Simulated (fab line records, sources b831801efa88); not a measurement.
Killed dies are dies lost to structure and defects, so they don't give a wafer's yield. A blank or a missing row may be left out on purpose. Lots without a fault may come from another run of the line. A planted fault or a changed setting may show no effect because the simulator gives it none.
Split-lot experiment | flow sky130 | 4 lots, 10 wafers read, on a route of 708 steps

THE SPLIT
At SKY_METAL2_COAT_09 (resist thk 60 nm), the setting spin_rpm was moved away from the recipe's 3000 rpm on 4 of the 10 wafers read, by -5.6% to +6.8%. The other wafers ran this setting at the recipe's value.

FROM THE SPLIT TO THE READING: what the file shows between them, 3 steps
- SKY_METAL2_COAT_10: resist thk 450 nm
- SKY_METAL2_SOFTBAKE_11: time 90 s
- SKY_METAL2_DESCUM_17: chemistry O2, time 8 s

THE READING
etch.depth_nm (the simulator's own value, which no gauge read), in nm, at SKY_METAL2_ETCH_18 (etches BARC in N2/H2, stops on SiO2, time 45.9 s, target depth 60 nm). The file gives no usual value for it. The 6 wafers here that ran the recipe average 60.16 nm, standard deviation 0.11 nm.

wafer  | tool, chamber at the split | spin_rpm as run, rpm | against the recipe | etch.depth_nm, nm | against lot-mates on the recipe
L076.1 | litho_track-03, 0          | 3000                 | recipe             | 60.2              | -
L076.2 | litho_track-03, 0          | 2831                 | -5.6%              | 61.89             | +1.69
L076.4 | litho_track-03, 0          | 2831                 | -5.6%              | 61.92             | +1.72
L079.3 | litho_track-04, 0          | 3205                 | +6.8%              | 58.23             | -1.83
L079.4 | litho_track-04, 0          | 3000                 | recipe             | 60.14             | -
L079.5 | litho_track-04, 0          | 3000                 | recipe             | 59.98             | -
L080.3 | litho_track-04, 0          | 3152                 | +5.1%              | 58.47             | no lot-mate on the recipe
L084.3 | litho_track-01, 0          | 3000                 | recipe             | 60.35             | -
L084.4 | litho_track-01, 0          | 3000                 | recipe             | 60.1              | -
L084.6 | litho_track-01, 0          | 3000                 | recipe             | 60.2              | -

THE FIT
A straight line over all 10 wafers: etch.depth_nm changes by -0.305 nm for each +1% of spin_rpm; r = -1.00; the points scatter about the line by 0.12 nm.
The same after taking each lot's own level away (the mean of its wafers on the recipe; 9 wafers): -0.287 nm for each +1%; r = -1.00; scatter 0.098 nm.
On that fit, the largest move of spin_rpm shifts the reading by 2 nm.
The lots' own levels span 60.060 to 60.217 nm, that is 1.4 times the standard deviation above.
So the lot-to-lot level changes the slope little: the two slopes agree.
Check: with one of the wafers moved furthest among these (+6.8%) left out of the fit, the line predicts -2.07 nm for it against its lot-mates. It came out at -1.83 nm against them.

OTHER SPLITS ON THESE WAFERS
These wafers also went through other splits before the reading. Each is held against what the fit with the lots' levels taken away leaves over:
other split on the same wafers | wafers away from the commonest value | r with etch.depth_nm (lot level and that fit taken away)
SKY_METAL1_SPUTTER_02 time_s   | 0                                    | -
SKY_METAL2_SPUTTER_02 time_s   | 0                                    | -

THE FILE'S OWN FIT
etch.depth_nm changes by -0.282 nm for each +1% of spin_rpm, r = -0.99.
